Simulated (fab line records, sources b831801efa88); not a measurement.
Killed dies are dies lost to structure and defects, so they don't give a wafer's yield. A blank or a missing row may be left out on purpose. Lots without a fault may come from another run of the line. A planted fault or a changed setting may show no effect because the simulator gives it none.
Which tool did it? | flow gf180mcu | 13 lots, 39 wafers sampled, at 4 steps of a route of 602

WHAT THE GAUGES READ, wafer by wafer
GF_V2_CD_MEAS_14: target cd 260 nm. Usual: cd_nm 260.2 nm, standard deviation 1.5.
lot  | measured     | on        | cd_nm (nm)        | flag
L345 | day 19 23:30 | cd_sem-01 | 261.8 261.9 262.0 |
L346 | day 20 05:20 | cd_sem-02 | 262.0 261.3 261.5 |
L347 | day 20 19:08 | cd_sem-01 | 257.9 258.9 258.4 |
L349 | day 21 21:57 | cd_sem-01 | 258.9 259.7 259.0 |
L350 | day 21 23:11 | cd_sem-01 | 262.1 262.0 261.9 |
L351 | day 22 08:50 | cd_sem-02 | 257.3 258.8 258.8 |
L352 | day 22 22:03 | cd_sem-02 | 260.7 260.6 259.5 |
L361 | day 25 23:58 | cd_sem-01 | 260.0 260.1 261.1 |
L363 | day 26 12:34 | cd_sem-02 | 261.8 260.9 260.5 |
L362 | day 26 14:02 | cd_sem-02 | 257.7 258.6 258.8 |
L365 | day 27 06:59 | cd_sem-02 | 260.4 260.9 260.7 |
L366 | day 27 11:01 | cd_sem-02 | 259.6 259.3 260.1 |
L367 | day 27 17:46 | cd_sem-01 | 260.3 260.4 259.1 |

WHICH TOOL RAN EACH LOT (tool, then ch and the chambers of the sampled wafers, then the start)
lot  | GF_SALICIDE_RTA_08               | GF_CONTACT_ETCH_16                 | GF_V1_CMP_04
L345 | rtp_anneal-01 ch 0, day 14 21:34 | rie_diel-02 ch 0,1,2, day 15 20:13 | cmp-01 ch 0,2,3, day 16 21:07
L346 | rtp_anneal-01 ch 0, day 15 05:07 | rie_diel-01 ch 1,2, day 16 03:38   | cmp-02 ch 2,3, day 17 04:08
L347 | rtp_anneal-02 ch 0, day 15 14:38 | rie_diel-01 ch 0,2,3, day 16 13:44 | cmp-02 ch 1,2, day 17 15:52
L349 | rtp_anneal-01 ch 0, day 16 16:06 | rie_diel-02 ch 1,2,3, day 17 15:55 | cmp-01 ch 0,1,3, day 18 18:14
L350 | rtp_anneal-01 ch 0, day 16 16:19 | rie_diel-04 ch 0,2,3, day 17 16:36 | cmp-01 ch 0,1,3, day 18 18:46
L351 | rtp_anneal-02 ch 0, day 17 04:16 | rie_diel-04 ch 2,3, day 18 04:14   | cmp-01 ch 2,3, day 19 06:13
L352 | rtp_anneal-01 ch 0, day 17 16:19 | rie_diel-01 ch 0,3, day 18 16:29   | cmp-01 ch 0,2,3, day 19 19:31
L361 | rtp_anneal-02 ch 0, day 21 00:27 | rie_diel-01 ch 0,2,3, day 22 01:15 | cmp-01 ch 0,2,3, day 23 02:17
L363 | rtp_anneal-02 ch 0, day 21 14:28 | rie_diel-04 ch 0,3, day 22 14:29   | cmp-02 ch 0,1,2, day 23 16:13
L362 | rtp_anneal-01 ch 0, day 21 16:41 | rie_diel-01 ch 2,3, day 22 16:11   | cmp-01 ch 0,1,2, day 23 17:35
L365 | rtp_anneal-02 ch 0, day 22 12:13 | rie_diel-04 ch 0,2, day 23 11:48   | cmp-02 ch 0,2,3, day 24 12:13
L366 | rtp_anneal-01 ch 0, day 22 14:20 | rie_diel-02 ch 0,2,3, day 23 14:12 | cmp-02 ch 1,2,3, day 24 14:20
L367 | rtp_anneal-02 ch 0, day 22 23:39 | rie_diel-02 ch 1,2, day 23 23:09   | cmp-02 ch 0,3, day 24 23:32
- GF_SALICIDE_RTA_08: time 30 s.
- GF_CONTACT_ETCH_16: etches BARC in N2/H2.
- GF_V1_CMP_04: polishes SiO2.

WHAT THE TOOLS THEMSELVES READ (means of the sampled wafers that have a number; where no wafer has one, the mark that the record gives instead)
GF_SALICIDE_RTA_08. Usual: lamp_power_pct 17.0 %, standard deviation 0.39; wafer_temp_C_max 804.6, standard deviation 2.1.
lot  | tool          | lamp_power_pct (%) | wafer_temp_C_max | flag
L345 | rtp_anneal-01 | 16.6               | 806.0            |
L346 | rtp_anneal-01 | 16.6               | 806.4            |
L347 | rtp_anneal-02 | 17.4               | 802.4            |
L349 | rtp_anneal-01 | 16.6               | 805.0            |
L350 | rtp_anneal-01 | 16.6               | 806.1            |
L351 | rtp_anneal-02 | 17.4               | 802.9            |
L352 | rtp_anneal-01 | 16.6               | 806.5            |
L361 | rtp_anneal-02 | 17.4               | 801.8            |
L363 | rtp_anneal-02 | 17.4               | 802.8            |
L362 | rtp_anneal-01 | 16.6               | 806.3            |
L365 | rtp_anneal-02 | 17.4               | 802.4            |
L366 | rtp_anneal-01 | 16.6               | 807.4            |
L367 | rtp_anneal-02 | 17.4               | 802.8            |

GF_CONTACT_ETCH_16. Usual: bias_w 100.0 W, standard deviation 0.34; drypump_motor_current_A 5.6 A, standard deviation 0.43; oes_product_au 0.855 a.u., standard deviation 0.0048; rf_fwd_power_W 495.2 W, standard deviation 1.6; throttle_valve_pct 13.225 %, standard deviation 0.0095.
lot  | tool        | bias_w (W) | drypump_motor_current_A (A) | oes_product_au (a.u.) | rf_fwd_power_W (W) | throttle_valve_pct (%) | flag
L345 | rie_diel-02 | 100.1      | 5.7                         | 0.857                 | 495.5              | 13.223                 |
L346 | rie_diel-01 | 100.1      | 5.1                         | 0.847                 | 493.8              | 13.235                 |
L347 | rie_diel-01 | 100.0      | 5.6                         | 0.859                 | 496.0              | 13.231                 |
L349 | rie_diel-02 | 99.9       | 5.3                         | 0.853                 | 494.1              | 13.230                 |
L350 | rie_diel-04 | 100.2      | 5.7                         | 0.858                 | 494.8              | 13.229                 |
L351 | rie_diel-04 | 99.8       | 5.8                         | 0.852                 | 496.9              | 13.232                 |
L352 | rie_diel-01 | 100.4      | 5.8                         | 0.858                 | 493.8              | 13.224                 |
L361 | rie_diel-01 | 89.5       | 5.6                         | 0.857                 | 496.9              | 13.220                 | OFF
L363 | rie_diel-04 | 100.1      | 5.8                         | 0.857                 | 494.8              | 13.228                 |
L362 | rie_diel-01 | 89.9       | 5.7                         | 0.857                 | 495.1              | 13.226                 | OFF
L365 | rie_diel-04 | 100.1      | 5.7                         | 0.858                 | 495.0              | 13.223                 |
L366 | rie_diel-02 | 100.2      | 5.8                         | 0.855                 | 495.8              | 13.224                 |
L367 | rie_diel-02 | 99.5       | 5.2                         | 0.853                 | 493.5              | 13.220                 |

GF_V1_CMP_04. Usual: motor_current_A 12.2 A, standard deviation 1.1; slurry_flow_ml_min 150.0, standard deviation 0.44; time_to_endpoint_s 81 s, standard deviation 4.7.
lot  | tool   | motor_current_A (A) | slurry_flow_ml_min | time_to_endpoint_s (s) | flag
L345 | cmp-01 | 12.1                | 149.6              | 80                     |
L346 | cmp-02 | 12.6                | 149.8              | 80                     |
L347 | cmp-02 | 12.0                | 150.0              | 81                     |
L349 | cmp-01 | 12.0                | 150.2              | 80                     |
L350 | cmp-01 | 12.0                | 149.3              | 77                     |
L351 | cmp-01 | 11.6                | 150.1              | 82                     |
L352 | cmp-01 | 11.9                | 150.1              | 76                     |
L361 | cmp-01 | 12.2                | 149.7              | 88                     |
L363 | cmp-02 | 12.1                | 150.0              | 86                     |
L362 | cmp-01 | 12.0                | 150.3              | 74                     |
L365 | cmp-02 | 12.5                | 150.0              | 80                     |
L366 | cmp-02 | 12.7                | 149.7              | 80                     |
L367 | cmp-02 | 13.3                | 149.7              | 85                     |

THE ANSWER, worked out from the rows above alone
Rule: a lot is off if the mean of its wafers that have a number lies more than 3 standard deviations from the usual mean. A lot without any number at a reading at which 4 lots or more have one is off too. The other lots that the step has rows for count as sound. The gauges are gone through in route order, then the tools' own readings, and for those a lot's mean is taken as printed above. The first step at which some lot is off is used, and at that step the reading that is off furthest; a lot without a number counts as furthest.
Off: L361, L362, at GF_CONTACT_ETCH_16 (bias_w).
A tool fits if, at that step or a process step before it, it ran every lot that is off, and no sound lot after the first of them. One fits: rie_diel-01 at GF_CONTACT_ETCH_16. Its last sound lot is L352 (day 18 16:29), its first lot that is off L361 (day 22 01:15): a fault that began between those two fits.
The tool's own readings at GF_CONTACT_ETCH_16 bear it out: on the lots that are off they differ by more than 5 times the standard deviation of the sound lots' means. bias_w reads 89.7 W there against 100.0 W on the sound lots.

WHAT THE SIMULATOR HAD PUT IN
Process parameter drift: rie_diel-01, from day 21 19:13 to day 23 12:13, at GF_CONTACT_ETCH_16. Setting bias_w, moved by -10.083, from 100. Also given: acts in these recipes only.
Lots struck among those shown: L361, L362. The rule above found the same.
